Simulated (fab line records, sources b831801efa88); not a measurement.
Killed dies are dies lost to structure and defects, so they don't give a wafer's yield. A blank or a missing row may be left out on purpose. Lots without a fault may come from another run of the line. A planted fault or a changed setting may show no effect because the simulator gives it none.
Problem report in the 8D (eight disciplines) form, filled by code | flow gf180mcu | the parts of the form that need people (team, actions taken, sign-off) are left out

1. THE PROBLEM
faraday_current_uA at GF_HV_LDD_IMPLANT_21 reads a mean of 340 on 6 wafers of 2 lots; wafers without a fault read 282 with a standard deviation of 5.4. That is +11 standard deviations from the usual mean.
First seen on wafer L829.2, day 12 07:55, on implanter-03. The record holds 42 wafers of 14 lots with a number at this step. Rule for "out", or "out of limits": more than 4 standard deviations from the usual mean. The other wafers with a number count as sound.

2. WHAT IT IS AND WHAT IT IS NOT
question                    | is                            | is not
which readings at this step | faraday_current_uA, beam_on_s | -
which lots                  | L829, L832                    | L825, L827, L830, L831, L837, L840, L841, L842, L843, L844, L846, L847
which wafers of those lots  | all that have a number        | -
read on which tools         | implanter-03                  | implanter-02, implanter-04
when                        | from day 12 07:55             | up to then (6 sound wafers); but 30 sound wafers of L830, L831, L837, L840, L841, L842, L843, L844, L846, L847 came after

3. SUSPECTS, AND WHAT RULES EACH OUT
Counting: a tool at a process step up to the reading stays a suspect if it ran every lot that is out and no sound lot after the first of them.
- implanter-03 at GF_HV_LDD_IMPLANT_21: ruled out as a lasting fault. Sound lots L840, L841, L842, L843, L844, L847 ran on it after its first lot that is out, L829 (day 12 07:55).
Left after counting: nothing in the record.

4. THE CAUSE (what the simulator had put in)
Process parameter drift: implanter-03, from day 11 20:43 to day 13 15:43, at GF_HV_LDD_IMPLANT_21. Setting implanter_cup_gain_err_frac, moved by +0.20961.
Counting ruled it out, wrongly.

5. THE CHAIN OF EFFECTS, in route order
Each row: a reading whose mean over the struck wafers that have a number lies more than 3 standard deviations from the usual. Only readings for which the record gives a usual standard deviation are gone through. hours: the time from each lot's start at the first step in this table that gives one to its start at this step, as a median over the lots. sigmas: the change in usual standard deviations.
hours | step                 | reading            | usual   | on struck wafers | change | sigmas
0     | GF_HV_LDD_IMPLANT_21 | beam_on_s          | 10.01 s | 8.28             | -1.73  | -8.7
0     | GF_HV_LDD_IMPLANT_21 | faraday_current_uA | 282     | 340              | +58    | +11
0     | GF_HV_LDD_TW_MEAS_23 | HV_LDD_2_TW        | 1048    | 1001             | -47    | -3.6
The process steps in it:
- GF_HV_LDD_IMPLANT_21

6. WHAT WOULD HAVE CAUGHT IT SOONER
In this record the first reading out of limits was taken at day 12 07:55, 11 hours after the fault began at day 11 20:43.
